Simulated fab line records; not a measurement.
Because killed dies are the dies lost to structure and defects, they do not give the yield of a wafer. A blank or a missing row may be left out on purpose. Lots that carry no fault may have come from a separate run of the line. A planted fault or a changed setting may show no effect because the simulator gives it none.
Matching of chambers    flow gf180mcu    cmp-02 running GF_STI_CMP_25: 4 sister chambers
The step polishes, stops on Si3N4, t overpolish 33 s, target thk 524.6 nm. 22 wafers are shown with their chamber, then 11 later ones without.

EACH WAFER AND ITS CHAMBER
wafer   chamber  motor-current-A (A)  time-to-endpoint-s (s)  head-pressure-psi (psi)
L682.3  0        11.3                 126                     3.993
L682.4  2        12.7                 124                     3.993
L682.6  1        12.9                 119                     3.997
L685.1  3        12.7                 130                     3.993
L685.4  0        11.0                 122                     4.016
L685.5  3        12.5                 128                     3.976
L687.2  1        12.4                 133                     4.017
L687.3  2        12.2                 132                     4.007
L687.5  2        12.2                 134                     4.008
L689.1  1        12.8                 125                     3.990
L689.4  0        11.4                 132                     3.984
L689.6  1        12.1                 128                     3.995
L692.1  1        12.5                 125                     3.991
L692.2  2        12.1                 131                     3.995
L692.5  0        11.0                 127                     4.006
L693.1  0        11.0                 117                     4.005
L693.2  2        12.2                 125                     4.015
L693.6  0        10.7                 123                     4.007
L694.1  1        11.9                 128                     4.018
L694.4  3        13.3                 134                     4.008
L694.6  2        12.3                 129                     4.015
L697.1  3        13.0                 134                     3.997

SIGNATURES (averages over the wafers above)
reading             chamber 0  chamber 1  chamber 2  chamber 3  scatter within a chamber
motor-current-A     11.067     12.433     12.283     12.875     0.304
time-to-endpoint-s  124.50     126.33     129.17     131.50     4.36
head-pressure-psi   4.00183    4.00133    4.00550    3.99350    0.0117
Rule: a wafer's distance from a chamber is the root of the sum, over the readings, of the square of ((its reading less the chamber's mean) divided by the reading's scatter). The wafer belongs to the nearest chamber; if the next one is less than 2 further off, it can't be placed. The scatter: the root of (the sum of the squares of (reading less its chamber's mean) over the shown wafers, divided by (wafers less chambers)).

WAFERS WITHOUT THEIR CHAMBER
wafer   motor-current-A (A)  time-to-endpoint-s (s)  head-pressure-psi (psi)
L697.4  12.6                 121                     4.012
L697.6  12.5                 123                     4.007
L699.1  12.4                 129                     3.997
L699.2  10.9                 123                     4.000
L699.5  11.1                 127                     3.984
L701.3  12.1                 126                     3.995
L701.4  12.8                 127                     4.002
L701.6  11.2                 129                     4.002
L703.1  11.6                 133                     3.995
L703.2  12.2                 126                     3.992
L703.6  12.8                 133                     3.998

CHAMBER TAKEN BY EACH
wafer   from the rows above                in truth
L697.4  can't be placed: 1 or 2 or 3       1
L697.6  can't be placed: 1 or 2 or 3       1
L699.1  can't be placed: 1 or 2 or 3       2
L699.2  0                                  0
L699.5  0                                  0
L701.3  can't be placed: 1 or 2 or 3       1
L701.4  can't be placed: 1 or 3 or 2       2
L701.6  0                                  0
L703.1  can't be placed: 2 or 0 or 1 or 3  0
L703.2  can't be placed: 1 or 2 or 3       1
L703.6  can't be placed: 3 or 1 or 2       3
Correctly placed: 3 of 11. Not placeable from these rows: 8 (in 8, the candidates include the true chamber). Wrongly placed: 0.
